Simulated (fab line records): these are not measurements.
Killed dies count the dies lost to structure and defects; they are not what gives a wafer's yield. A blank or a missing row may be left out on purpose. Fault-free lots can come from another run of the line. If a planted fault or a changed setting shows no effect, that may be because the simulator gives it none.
The tool behind it: which one? + flow gf180mcu + 18 wafers from 6 lots sampled at 4 of the route's 602 steps

== WHAT THE GAUGES SHOWED, per wafer ==
GF_HV_LDD_TW_MEAS_11.
| lot  | measured     | on           | HV_LDD_TW      |
|------|--------------|--------------|----------------|
| L241 | day 11 14:23 | filmMetro-04 | 2431 2456 2456 |
| L244 | day 12 10:19 | filmMetro-04 | 2416 2419 2417 |
| L253 | day 15 09:27 | filmMetro-04 | 2435 2419 2417 |
| L255 | day 15 23:51 | filmMetro-03 | 2561 2557 2566 |
| L257 | day 16 11:45 | filmMetro-03 | 2392 2407 2421 |
| L259 | day 17 02:51 | filmMetro-02 | 2377 2379 2388 |

== WHICH TOOL RAN EACH LOT (tool, then ch and the chambers of the sampled wafers, then the start) ==
| lot  | GF_STI_ETCH_13                   | GF_STI_CMP_25                | GF_HV_LDD_IMPLANT_09            |
|------|----------------------------------|------------------------------|---------------------------------|
| L241 | rieDiel-04 ch 2,3, day 3 02:52   | cmp-02 ch 0,3, day 3 04:52   | implanter-01 ch 0, day 11 14:11 |
| L244 | rieDiel-03 ch 1,2,3, day 3 18:56 | cmp-02 ch 2,3, day 3 20:57   | implanter-01 ch 0, day 12 10:04 |
| L253 | rieDiel-02 ch 1,2,3, day 5 17:47 | cmp-02 ch 1,2, day 5 19:52   | implanter-04 ch 0, day 15 09:13 |
| L255 | rieDiel-03 ch 1,2, day 6 05:04   | cmp-02 ch 1,2, day 6 08:06   | implanter-01 ch 0, day 15 23:39 |
| L257 | rieDiel-04 ch 0,1,2, day 6 15:20 | cmp-02 ch 0,2,3, day 6 17:19 | implanter-04 ch 0, day 16 11:31 |
| L259 | rieDiel-02 ch 1,3, day 7 00:40   | cmp-01 ch 1,2, day 7 02:36   | implanter-04 ch 0, day 17 02:37 |
- GF_STI_ETCH_13: etches the open film in CHF3/O2, stops on Si, target depth 282.31 nm, time 112.9 s.
- GF_STI_CMP_25: polishes, stops on Si3N4, t overpolish 33 s, target thk 524.6 nm.
- GF_HV_LDD_IMPLANT_09

== THE ANSWER, worked out from the rows above alone ==
Rule: usual is defined by the lots themselves. The widest of any qualifying gaps counts: lots, ordered by their means at a reading, are off when they make up no more than a third of the lots, leave a main group of 4 or more, and stand apart from it by 3 or more times the standard deviation of that group's means. A main group is skipped when, at the precision printed for the reading in the tables above, its means are all equal. A lot without any number at a reading at which 4 lots or more have one is off too. All remaining lots with rows at the step are treated as sound.
Off: L255, at GF_HV_LDD_TW_MEAS_11 (HV_LDD_TW). Main group: mean 2415, sd 22.
A tool fits if, at a process step before that reading, it ran every lot that is off, and no sound lot after the first of them. Gauges at GF_HV_LDD_TW_MEAS_11: tried the same way as those tools. Can't be told from this: 2 tools fit, rieDiel-03 at GF_STI_ETCH_13, implanter-01 at GF_HV_LDD_IMPLANT_09.

== WHAT HAD BEEN PUT IN BY THE SIMULATOR ==
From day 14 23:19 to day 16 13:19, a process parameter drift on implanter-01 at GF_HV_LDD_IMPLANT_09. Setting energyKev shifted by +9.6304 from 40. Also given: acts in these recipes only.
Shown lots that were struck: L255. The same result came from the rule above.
